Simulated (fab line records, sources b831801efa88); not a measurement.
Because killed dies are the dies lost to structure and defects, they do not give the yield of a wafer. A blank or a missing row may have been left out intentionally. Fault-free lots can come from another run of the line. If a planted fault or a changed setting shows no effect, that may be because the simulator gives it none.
Which of the tools did it? | flow gf180mcu | 13 lots with 39 wafers sampled at 5 steps, on a route of 602 steps

WHAT THE GAUGES READ, wafer by wafer
GF_VT_IMPLANT_TW_MEAS_21. Usual: VT_IMPLANT_2_TW typically reads 1223, with standard deviation 6.5.
lot  | measured     | on            | VT_IMPLANT_2_TW | flag
L742 | day 6 07:16  | film metro-01 | 1225 1231 1232  |
L743 | day 6 13:05  | film metro-04 | 1229 1222 1228  |
L746 | day 7 10:17  | film metro-04 | 1217 1219 1218  |
L747 | day 7 12:56  | film metro-04 | 1221 1218 1217  |
L749 | day 8 00:20  | film metro-01 | 1227 1228 1232  |
L753 | day 9 07:35  | film metro-01 | 1455 1454 1467  | OFF
L754 | day 10 00:17 | film metro-04 | 1444 1445 1447  | OFF
L756 | day 10 07:56 | film metro-03 | 1221 1228 1227  |
L758 | day 10 18:44 | film metro-03 | 1225 1217 1219  |
L759 | day 11 06:33 | film metro-04 | 1218 1215 1206  |
L761 | day 11 14:45 | film metro-01 | 1235 1229 1230  |
L762 | day 11 15:14 | film metro-01 | 1227 1234 1230  |
L764 | day 12 05:45 | film metro-03 | 1231 1225 1226  |

GF_M1_THK_MEAS_06: measures by xrf. Usual: M1_ALCU_THK typically reads 453 nm, with standard deviation 6.1.
lot  | measured     | on            | M1_ALCU_THK (nm) | flag
L742 | day 16 04:49 | film metro-01 | 450 449 452      |
L743 | day 16 11:50 | film metro-04 | 454 454 455      |
L746 | day 17 18:00 | film metro-04 | 460 469 465      |
L747 | day 18 01:38 | film metro-01 | 460 470 455      |
L749 | day 18 17:31 | film metro-03 | 449 451 460      |
L753 | day 20 12:56 | film metro-01 | 449 453 451      |
L754 | day 21 14:37 | film metro-01 | 452 454 448      |
L756 | day 21 21:41 | film metro-03 | 449 448 449      |
L758 | day 22 14:11 | film metro-01 | 448 444 450      |
L759 | day 23 05:29 | film metro-04 | 453 460 459      |
L761 | day 23 15:31 | film metro-03 | 460 460 453      |
L762 | day 23 11:32 | film metro-04 | 456 461 457      |
L764 | day 24 08:55 | film metro-04 | 464 459 460      |

GF_V1_BOW_MEAS_05. Usual: V1_BOW typically reads 82 um, with standard deviation 7.2.
lot  | measured     | on            | V1_BOW (um) | flag
L742 | day 17 03:59 | film metro-02 | 97 75 92    |
L743 | day 17 11:20 | film metro-01 | 74 87 100   |
L746 | day 18 19:35 | film metro-04 | 94 82 78    |
L747 | day 19 02:51 | film metro-04 | 78 75 66    |
L749 | day 19 19:13 | film metro-01 | 66 75 72    |
L753 | day 21 14:03 | film metro-01 | 105 91 84   |
L754 | day 22 15:31 | film metro-02 | 81 85 80    |
L756 | day 22 22:02 | film metro-04 | 89 94 83    |
L758 | day 23 14:14 | film metro-04 | 83 87 74    |
L759 | day 24 04:38 | film metro-04 | 66 85 78    |
L761 | day 24 14:55 | film metro-01 | 93 83 91    |
L762 | day 24 12:14 | film metro-04 | 76 84 76    |
L764 | day 25 08:12 | film metro-02 | 90 79 86    |

WHICH TOOL RAN EACH LOT (tool, then ch and the chambers of the sampled wafers, then the start)
lot  | GF_VT_IMPLANT_IMPLANT_19        | GF_M1_STRIP_17
L742 | implanter-04 ch 0, day 6 07:02  | plasma asher-04 ch 0,1, day 17 02:52
L743 | implanter-02 ch 0, day 6 12:50  | plasma asher-02 ch 0,1, day 17 10:13
L746 | implanter-01 ch 0, day 7 10:02  | plasma asher-04 ch 0,1, day 18 18:26
L747 | implanter-02 ch 0, day 7 12:41  | plasma asher-02 ch 1, day 19 01:44
L749 | implanter-01 ch 0, day 8 00:05  | plasma asher-03 ch 0,1, day 19 18:05
L753 | implanter-01 ch 0, day 9 07:20  | plasma asher-02 ch 0,1, day 21 12:53
L754 | implanter-01 ch 0, day 10 00:02 | plasma asher-02 ch 0, day 22 14:23
L756 | implanter-04 ch 0, day 10 07:42 | plasma asher-03 ch 0,1, day 22 20:53
L758 | implanter-02 ch 0, day 10 18:29 | plasma asher-03 ch 0,1, day 23 13:08
L759 | implanter-04 ch 0, day 11 06:19 | plasma asher-04 ch 0,1, day 24 03:31
L761 | implanter-04 ch 0, day 11 14:26 | plasma asher-02 ch 0,1, day 24 13:49
L762 | implanter-02 ch 0, day 11 14:59 | plasma asher-04 ch 0,1, day 24 10:56
L764 | implanter-04 ch 0, day 12 05:32 | plasma asher-04 ch 0,1, day 25 07:04
- GF_VT_IMPLANT_IMPLANT_19
- GF_M1_STRIP_17: strips in O2/N2.

WHAT THE TOOLS THEMSELVES READ (means of the sampled wafers that have a number; where no wafer has one, the mark that the record gives instead)
GF_VT_IMPLANT_IMPLANT_19. Usual: dose ions cm2 4.35e+12, standard deviation 4.9e+09; faraday current uA 24.5, standard deviation 0.46.
lot  | tool         | dose ions cm2 | faraday current uA | flag
L742 | implanter-04 | 4.35e+12      | 24.5               |
L743 | implanter-02 | 4.35e+12      | 24.2               |
L746 | implanter-01 | 4.36e+12      | 23.8               |
L747 | implanter-02 | 4.35e+12      | 24.4               |
L749 | implanter-01 | 4.35e+12      | 24.5               |
L753 | implanter-01 | 7.46e+12      | 42.9               | OFF
L754 | implanter-01 | 7.45e+12      | 42.6               | OFF
L756 | implanter-04 | 4.36e+12      | 24.4               |
L758 | implanter-02 | 4.35e+12      | 24.2               |
L759 | implanter-04 | 4.35e+12      | 24.5               |
L761 | implanter-04 | 4.35e+12      | 24.9               |
L762 | implanter-02 | 4.35e+12      | 25.0               |
L764 | implanter-04 | 4.35e+12      | 23.9               |

GF_M1_STRIP_17. Usual: drypump motor current A 5.70 A, standard deviation 0.28; heater power w 345 W, standard deviation 37; oes product au 0.539 a.u., standard deviation 0.0059; strip time to endpoint s 7.41 s, standard deviation 0.087.
lot  | tool            | drypump motor current A (A) | heater power w (W) | oes product au (a.u.) | strip time to endpoint s (s) | flag
L742 | plasma asher-04 | 5.60                        | 357                | 0.545                 | 7.49                         |
L743 | plasma asher-02 | 5.56                        | 295                | 0.534                 | 7.36                         |
L746 | plasma asher-04 | 5.62                        | 359                | 0.539                 | 7.34                         |
L747 | plasma asher-02 | 5.56                        | 258                | 0.534                 | 7.39                         |
L749 | plasma asher-03 | 5.75                        | 355                | 0.548                 | 7.55                         |
L753 | plasma asher-02 | 5.56                        | 316                | 0.535                 | 7.34                         |
L754 | plasma asher-02 | 5.59                        | 339                | 0.536                 | 7.38                         |
L756 | plasma asher-03 | 5.76                        | 357                | 0.536                 | 7.35                         |
L758 | plasma asher-03 | 5.76                        | 354                | 0.540                 | 7.36                         |
L759 | plasma asher-04 | 5.63                        | 363                | 0.541                 | 7.49                         |
L761 | plasma asher-02 | 5.55                        | 289                | 0.536                 | 7.38                         |
L762 | plasma asher-04 | 5.78                        | 371                | 0.539                 | 7.46                         |
L764 | plasma asher-04 | 5.76                        | 370                | 0.539                 | 7.37                         |

THE ANSWER, worked out from the rows above alone
Rule: lot off if the mean of its wafers having a number is beyond 3 standard deviations from the usual mean. A lot without any number at a reading at which 4 lots or more have one is off too. All remaining lots with rows at the step are treated as sound. Order of review: gauges by route order, followed by the tools' own readings, for which a lot's mean as printed above is used. The first step at which some lot is off is used, and at that step the reading that is off furthest; a lot without a number counts as furthest.
Off: L753, L754, seen at GF_VT_IMPLANT_TW_MEAS_21 (VT_IMPLANT_2_TW).
A tool fits if, at a process step before that reading, it ran every lot that is off, and no sound lot after the first of them. The gauges at GF_VT_IMPLANT_TW_MEAS_21 aren't tried: what is off there is off at GF_VT_IMPLANT_IMPLANT_19 too, on other tools, and a gauge's error can't cause that. One fits: GF_VT_IMPLANT_IMPLANT_19 on implanter-01. A fault onset in the window from L749 (day 8 00:05, its last sound lot) to L753 (day 9 07:20, its first lot off) fits.
The tool's own readings at GF_VT_IMPLANT_IMPLANT_19 bear it out: on the lots that are off they differ by more than 5 times the standard deviation of the sound lots' means. dose ions cm2 reads 7.46e+12 there against 4.35e+12 on the sound lots; faraday current uA reads 42.8 there against 24.4 on the sound lots.

WHAT THE SIMULATOR PUT IN
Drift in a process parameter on implanter-01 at GF_VT_IMPLANT_IMPLANT_19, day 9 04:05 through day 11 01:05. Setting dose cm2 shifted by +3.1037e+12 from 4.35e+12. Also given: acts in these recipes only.
Struck lots among those shown: L753, L754. The same result came from the rule above.
